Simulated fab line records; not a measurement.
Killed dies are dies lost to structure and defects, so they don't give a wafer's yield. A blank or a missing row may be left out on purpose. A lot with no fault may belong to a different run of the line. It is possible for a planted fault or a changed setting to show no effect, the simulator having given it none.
Which tool is to blame? / flow sky130 / 11 lots with 33 wafers sampled at 4 steps, on a route of 708 steps

== WHAT THE GAUGES SHOWED, per wafer ==
SKY_METAL1_CD_MEAS_15: target cd 140 nm.
lot=L186; measured=day 32 19:52; on=cd sem-02; cd nm (nm)=139.9 137.6 140.1
lot=L187; measured=day 33 12:20; on=cd sem-02; cd nm (nm)=140.7 139.7 139.9
lot=L189; measured=day 33 22:01; on=cd sem-01; cd nm (nm)=139.0 139.0 140.4
lot=L190; measured=day 34 04:19; on=cd sem-02; cd nm (nm)=57.3 65.0 -
lot=L191; measured=day 34 15:38; on=cd sem-02; cd nm (nm)=18.4 71.6 53.5
lot=L200; measured=day 37 01:35; on=cd sem-01; cd nm (nm)=138.5 137.4 138.3
lot=L201; measured=day 37 06:22; on=cd sem-02; cd nm (nm)=135.3 135.5 135.8
lot=L204; measured=day 38 08:28; on=cd sem-02; cd nm (nm)=136.3 135.5 137.9
lot=L205; measured=day 38 13:04; on=cd sem-01; cd nm (nm)=139.6 139.2 138.3
lot=L207; measured=day 39 09:11; on=cd sem-01; cd nm (nm)=139.6 140.1 142.9
lot=L209; measured=day 39 21:08; on=cd sem-02; cd nm (nm)=140.9 141.9 141.1

== TOOL THAT RAN EACH LOT (tool first, then ch and the chambers of the sampled wafers, then the start) ==
lot=L186; SKY_CONTACT_CMP_27=cmp-02 ch 0,1,3, day 31 15:46; SKY_METAL1_SPUTTER_01=pvd sputter-01, day 31 16:02; SKY_METAL1_EXPOSE_12=krf scanner-02 ch 0, day 32 06:35
lot=L187; SKY_CONTACT_CMP_27=cmp-02 ch 1,2, day 32 09:07; SKY_METAL1_SPUTTER_01=pvd sputter-01, day 32 09:23; SKY_METAL1_EXPOSE_12=krf scanner-02 ch 0, day 32 23:08
lot=L189; SKY_CONTACT_CMP_27=cmp-02 ch 0,2, day 32 19:07; SKY_METAL1_SPUTTER_01=pvd sputter-04, day 32 19:27; SKY_METAL1_EXPOSE_12=krf scanner-01 ch 0, day 33 09:31
lot=L190; SKY_CONTACT_CMP_27=cmp-02 ch 0,1,3, day 33 01:23; SKY_METAL1_SPUTTER_01=pvd sputter-02, day 33 01:43; SKY_METAL1_EXPOSE_12=krf scanner-02 ch 0, day 33 15:29
lot=L191; SKY_CONTACT_CMP_27=cmp-01 ch 0,1,3, day 33 12:10; SKY_METAL1_SPUTTER_01=pvd sputter-04, day 33 12:29; SKY_METAL1_EXPOSE_12=krf scanner-02 ch 0, day 34 01:56
lot=L200; SKY_CONTACT_CMP_27=cmp-01 ch 0,1,2, day 35 23:22; SKY_METAL1_SPUTTER_01=pvd sputter-02, day 35 23:35; SKY_METAL1_EXPOSE_12=krf scanner-02 ch 0, day 36 12:55
lot=L201; SKY_CONTACT_CMP_27=cmp-01 ch 1,2,3, day 36 04:12; SKY_METAL1_SPUTTER_01=pvd sputter-01, day 36 04:28; SKY_METAL1_EXPOSE_12=krf scanner-02 ch 0, day 36 17:50
lot=L204; SKY_CONTACT_CMP_27=cmp-02 ch 0,1,3, day 37 06:22; SKY_METAL1_SPUTTER_01=pvd sputter-01, day 37 06:38; SKY_METAL1_EXPOSE_12=krf scanner-01 ch 0, day 37 20:02
lot=L205; SKY_CONTACT_CMP_27=cmp-01 ch 0,1,2, day 37 11:25; SKY_METAL1_SPUTTER_01=pvd sputter-02, day 37 11:41; SKY_METAL1_EXPOSE_12=krf scanner-01 ch 0, day 38 01:41
lot=L207; SKY_CONTACT_CMP_27=cmp-02 ch 1,3, day 38 07:40; SKY_METAL1_SPUTTER_01=pvd sputter-02, day 38 07:56; SKY_METAL1_EXPOSE_12=krf scanner-02 ch 0, day 38 20:53
lot=L209; SKY_CONTACT_CMP_27=cmp-01 ch 0,2,3, day 38 19:57; SKY_METAL1_SPUTTER_01=pvd sputter-01, day 38 20:13; SKY_METAL1_EXPOSE_12=krf scanner-01 ch 0, day 39 09:02
- SKY_CONTACT_CMP_27: polishes, stops on SiO2, t overpolish 15 s, target thk 0 nm.
- SKY_METAL1_SPUTTER_01: material TiN, target thk 20 nm, time 16.7 s.
- SKY_METAL1_EXPOSE_12: exposes mask MM1, target cd 140 nm.

== THE ANSWER, worked out from the rows above alone ==
Rule: usual is defined by the lots themselves. The widest of any qualifying gaps counts: lots, ordered by their means at a reading, are off when they make up no more than a third of the lots, leave a main group of 4 or more, and stand apart from it by 3 or more times the standard deviation of that group's means. A main group whose means are all the same, to the digits that the tables above print for the reading, isn't used. Also off: a lot with no number at a reading for which 4 or more lots have one. Where the step has rows for the other lots, those lots are counted as sound.
Off: L190, L191 (SKY_METAL1_CD_MEAS_15, cd nm). The main group: mean 138.9 nm, standard deviation 1.8.
If a tool, at a process step before that reading, ran all the lots that are off and no sound lot after the first of them, it fits. The gauges at SKY_METAL1_CD_MEAS_15 are tried like those tools. Not one of the candidates tried fits.

== WHAT THE SIMULATOR PUT IN ==
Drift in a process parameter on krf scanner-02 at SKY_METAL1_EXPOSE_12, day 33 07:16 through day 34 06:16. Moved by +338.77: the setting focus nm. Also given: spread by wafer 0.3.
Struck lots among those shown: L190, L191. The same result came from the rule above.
